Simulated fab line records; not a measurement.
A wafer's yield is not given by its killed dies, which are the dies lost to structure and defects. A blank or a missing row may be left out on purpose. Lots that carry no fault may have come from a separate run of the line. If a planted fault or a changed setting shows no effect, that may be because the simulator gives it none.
Which tool was responsible?    flow gf180mcu    33 wafers from 11 lots sampled at 5 of the route's 602 steps

== WHAT THE GAUGES READ, wafer by wafer ==
GF_V4_THK_MEAS_01. Usual: for V4_CVD_00_THK the level is 601 nm and the standard deviation is 7.
lot   measured      on             V4_CVD_00_THK (nm)  flag
L741  day 23 10:55  film metro-02  595 591 597         
L743  day 24 00:23  film metro-02  604 609 599         
L747  day 25 15:55  film metro-04  603 608 609         
L748  day 26 00:16  film metro-03  599 610 613         
L749  day 26 18:07  film metro-04  603 610 607         
L756  day 28 11:01  film metro-03  505 513 506         OFF
L757  day 28 20:50  film metro-03  600 599 595         
L759  day 29 11:40  film metro-04  513 524 511         OFF
L762  day 30 02:10  film metro-04  596 596 591         
L763  day 30 04:26  film metro-04  600 597 595         
L764  day 30 11:43  film metro-04  596 611 606         

== WHAT TOOL EACH LOT RAN ON (gives the tool, then ch and the chambers of the sampled wafers, and finally the start) ==
lot   GF_V3_ETCH_16                       GF_V3_CVD_23                   GF_M4_STRIP_17                        GF_V4_CVD_00
L741  rie diel-04 ch 0,2,3, day 22 09:26  cvd w-01 ch 0,1, day 22 10:14  plasma asher-04 ch 0, day 23 10:11    hdpcvd-02 ch 0,1,2, day 23 10:50
L743  rie diel-02 ch 0,1,2, day 22 23:38  cvd w-02 ch 0,1, day 23 00:24  plasma asher-01 ch 1, day 23 23:46    hdpcvd-02 ch 0,2, day 24 00:19
L747  rie diel-02 ch 0,2, day 24 16:26    cvd w-02 ch 0,1, day 24 17:12  plasma asher-01 ch 0,1, day 25 15:12  hdpcvd-02 ch 1,2, day 25 15:50
L748  rie diel-04 ch 2,3, day 24 23:56    cvd w-01 ch 0,1, day 25 00:48  plasma asher-03 ch 1, day 25 22:38    hdpcvd-01 ch 0,1,2, day 26 00:12
L749  rie diel-02 ch 0,2,3, day 25 18:50  cvd w-02 ch 0,1, day 25 19:57  plasma asher-04 ch 0,1, day 26 17:30  hdpcvd-01 ch 0,1,2, day 26 18:02
L756  rie diel-01 ch 0,1,2, day 27 13:32  cvd w-02 ch 0,1, day 27 14:19  plasma asher-04 ch 0,1, day 28 10:24  hdpcvd-02 ch 0,1,2, day 28 10:56
L757  rie diel-01 ch 0,2,3, day 27 23:08  cvd w-02 ch 0,1, day 27 23:56  plasma asher-03 ch 0,1, day 28 20:14  hdpcvd-01 ch 0,2, day 28 20:44
L759  rie diel-02 ch 2,3, day 28 14:17    cvd w-01 ch 1, day 28 15:05    plasma asher-04 ch 0,1, day 29 11:03  hdpcvd-02 ch 0,2, day 29 11:35
L762  rie diel-02 ch 0,2,3, day 29 05:17  cvd w-02 ch 0,1, day 29 06:04  plasma asher-03 ch 0,1, day 30 01:34  hdpcvd-01 ch 0,1, day 30 02:06
L763  rie diel-04 ch 0,1,2, day 29 07:08  cvd w-02 ch 0,1, day 29 07:55  plasma asher-04 ch 0,1, day 30 03:49  hdpcvd-01 ch 0,1,2, day 30 04:21
L764  rie diel-01 ch 2,3, day 29 15:14    cvd w-01 ch 0,1, day 29 16:02  plasma asher-04 ch 0,1, day 30 11:07  hdpcvd-01 ch 0,1,2, day 30 11:37
- GF_V3_ETCH_16: etches BARC in N2/H2.
- GF_V3_CVD_23: deposits W, target thk 350 nm, time 104.9 s.
- GF_M4_STRIP_17: strips in O2/N2.
- GF_V4_CVD_00: deposits SiO2, target thk 600 nm, time 100 s.

== AS READ BY THE TOOLS THEMSELVES (means over the sampled wafers that have a number; for cases with no such wafer, the mark the record gives instead) ==
GF_V3_ETCH_16. Usual: chamber pressure mTorr 30.001 mTorr, standard deviation 0.029; drypump motor current A 5.7 A, standard deviation 0.47; oes product au 0.854 a.u., standard deviation 0.0045; throttle valve pct 13.225 %, standard deviation 0.0081.
lot   tool         chamber pressure mTorr (mTorr)  drypump motor current A (A)  oes product au (a.u.)  throttle valve pct (%)  flag
L741  rie diel-04  30.022                          6.1                          0.850                  13.225                  
L743  rie diel-02  29.992                          5.4                          0.858                  13.227                  
L747  rie diel-02  29.968                          5.6                          0.854                  13.228                  
L748  rie diel-04  29.998                          6.2                          0.859                  13.223                  
L749  rie diel-02  29.986                          5.6                          0.851                  13.227                  
L756  rie diel-01  29.983                          5.4                          0.856                  13.221                  
L757  rie diel-01  30.004                          5.3                          0.859                  13.225                  
L759  rie diel-02  30.004                          5.9                          0.855                  13.228                  
L762  rie diel-02  30.006                          5.6                          0.854                  13.223                  
L763  rie diel-04  29.995                          6.1                          0.853                  13.229                  
L764  rie diel-01  30.001                          5.4                          0.859                  13.226                  

GF_V3_CVD_23. Usual: heater power w reads 816 W (standard deviation 98).
lot   tool      heater power w (W)  flag
L741  cvd w-01  913                 
L743  cvd w-02  746                 
L747  cvd w-02  745                 
L748  cvd w-01  905                 
L749  cvd w-02  714                 
L756  cvd w-02  745                 
L757  cvd w-02  753                 
L759  cvd w-01  964                 
L762  cvd w-02  720                 
L763  cvd w-02  743                 
L764  cvd w-01  917                 

GF_M4_STRIP_17. Usual: chamber pressure mTorr 1500.0 mTorr, standard deviation 1.3; drypump motor current A 5.4 A, standard deviation 0.64; heater power w 336 W, standard deviation 36; oes product au 0.557 a.u., standard deviation 0.0054; strip time to endpoint s 7.87 s, standard deviation 0.042.
lot   tool             chamber pressure mTorr (mTorr)  drypump motor current A (A)  heater power w (W)  oes product au (a.u.)  strip time to endpoint s (s)  flag
L741  plasma asher-04  1499.1                          5.0                          276                 0.561                  7.91                          
L743  plasma asher-01  1498.5                          6.1                          354                 0.551                  7.88                          
L747  plasma asher-01  1499.3                          5.7                          345                 0.556                  7.87                          
L748  plasma asher-03  1500.2                          5.1                          391                 0.554                  7.80                          
L749  plasma asher-04  1500.4                          6.0                          321                 0.561                  7.89                          
L756  plasma asher-04  1500.9                          6.0                          322                 0.556                  7.87                          
L757  plasma asher-03  1501.3                          5.1                          369                 0.556                  7.80                          
L759  plasma asher-04  1499.8                          5.5                          299                 0.558                  7.80                          
L762  plasma asher-03  1500.8                          5.0                          352                 0.560                  7.90                          
L763  plasma asher-04  1499.4                          5.5                          296                 0.554                  7.87                          
L764  plasma asher-04  1500.2                          6.0                          320                 0.556                  7.89                          

GF_V4_CVD_00. Usual: sih4 flow sccm reads 60.01 sccm (standard deviation 0.19).
lot   tool       sih4 flow sccm (sccm)  flag
L741  hdpcvd-02  59.79                  
L743  hdpcvd-02  59.98                  
L747  hdpcvd-02  60.19                  
L748  hdpcvd-01  60.08                  
L749  hdpcvd-01  60.20                  
L756  hdpcvd-02  50.98                  OFF
L757  hdpcvd-01  60.04                  
L759  hdpcvd-02  50.94                  OFF
L762  hdpcvd-01  60.07                  
L763  hdpcvd-01  59.86                  
L764  hdpcvd-01  60.06                  

== THE ANSWER, worked out from the rows above alone ==
Rule: a lot is off if the mean of its wafers that have a number lies more than 3 standard deviations from the usual mean. Also off: a lot with no number at a reading for which 4 or more lots have one. Any other lot the step has rows for is counted as sound. The gauges are gone through in route order, then the tools' own readings, and for those a lot's mean is taken as printed above. The first step at which some lot is off is used, and at that step the reading that is off furthest; a lot without a number counts as furthest.
Off: L756, L759, seen at GF_V4_THK_MEAS_01 (V4_CVD_00_THK).
A tool fits if, at a process step before that reading, it ran every lot that is off, and no sound lot after the first of them. The gauges at GF_V4_THK_MEAS_01 aren't tried: what is off there is off at GF_V4_CVD_00 too, on other tools, and a gauge's error can't cause that. One fits: GF_V4_CVD_00 on hdpcvd-02. A fault onset in the window from L747 (day 25 15:50, its last sound lot) to L756 (day 28 10:56, its first lot off) fits.
On the lots that are off, the tool's own readings at GF_V4_CVD_00 differ by more than 5 times the standard deviation of the sound lots' means, which bears it out; sih4 flow sccm reads 50.96 sccm there versus 60.03 sccm on the sound lots.

== WHAT THE SIMULATOR HAD INSERTED ==
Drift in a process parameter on hdpcvd-02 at GF_V4_CVD_00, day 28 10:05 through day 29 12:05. Setting sih4 flow sccm, moved by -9, from 60. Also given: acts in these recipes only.
Lots struck among those shown: L756, L759. The same result came from the rule above.
